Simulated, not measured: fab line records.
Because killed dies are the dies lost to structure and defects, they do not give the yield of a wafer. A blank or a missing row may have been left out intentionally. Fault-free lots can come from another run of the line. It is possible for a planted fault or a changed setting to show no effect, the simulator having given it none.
One fault through the eyes of 2 desks    flow gf180mcu    only its own numbers are on each desk; what lay behind them is given at the end

## METROLOGY DESK
What the gauges read for every lot (on any tool): the sampled wafers with a number, averaged. The brackets show how far a lot's mean lies from the usual mean; more than 4 standard deviations puts the lot out of limits, marked OUT.
Columns: A = cd-nm at GF_TOP_METAL_CD_MEAS_14, usual 439.8 nm; B = PASSIVATION_CVD_00_THK at GF_PASSIVATION_THK_MEAS_01, usual 999 nm
lot   first seen here  A      B
L473  day 27 21:34     433.8  1011
L477  day 29 07:21     434.8  990
L479  day 30 10:27     437.5  1003
L481  day 30 18:31     437.3  993
L483  day 31 11:10     440.1  1015
L484  day 31 14:05     441.2  1013
L485  day 31 21:23     436.4  1009
L486  day 32 01:13     442.9  1010
L487  day 32 03:02     441.8  996
L488  day 32 14:56     441.2  995
L492  day 33 09:47     441.2  1013
L494  day 33 17:49     442.6  999
L495  day 34 00:16     438.7  994
This desk's finding: nothing out of limits on any of the 13 lots.

## AT THE TOOL OWNER'S DESK: rie-diel-02
The tool's own readings at GF_PASSIVATION_ETCH_11 (etches the open film in CF4/O2, stops on TiN, target depth 1800 nm, time 400 s): means of the sampled wafers that have a number, for each lot that ran on this tool. The brackets show how far a lot's mean lies from the usual mean; more than 4 standard deviations puts the lot out of limits, marked OUT.
Columns: A = drypump-motor-current-A at GF_PASSIVATION_ETCH_11, usual 5.7 A; B = oes-product-au at GF_PASSIVATION_ETCH_11, usual 0.963 a.u.; C = throttle-valve-pct at GF_PASSIVATION_ETCH_11, usual 5.960 %
lot   first seen here  A    B      C
L479  day 31 05:39     5.8  0.960  5.966
L481  day 31 13:48     5.8  0.958  5.962
L483  day 32 04:46     6.2  0.967  5.966
L484  day 32 08:45     5.8  0.967  5.968
L486  day 32 18:45     5.4  0.970  5.969
L487  day 32 21:03     6.2  0.964  5.966
This desk's finding: nothing out of limits on any of the 6 lots.

## BROUGHT TOGETHER
From the metrology desk's view, nothing was out of limits.
The tool owner's desk saw nothing out of limits.

## WHAT WAS PUT IN BY THE SIMULATOR
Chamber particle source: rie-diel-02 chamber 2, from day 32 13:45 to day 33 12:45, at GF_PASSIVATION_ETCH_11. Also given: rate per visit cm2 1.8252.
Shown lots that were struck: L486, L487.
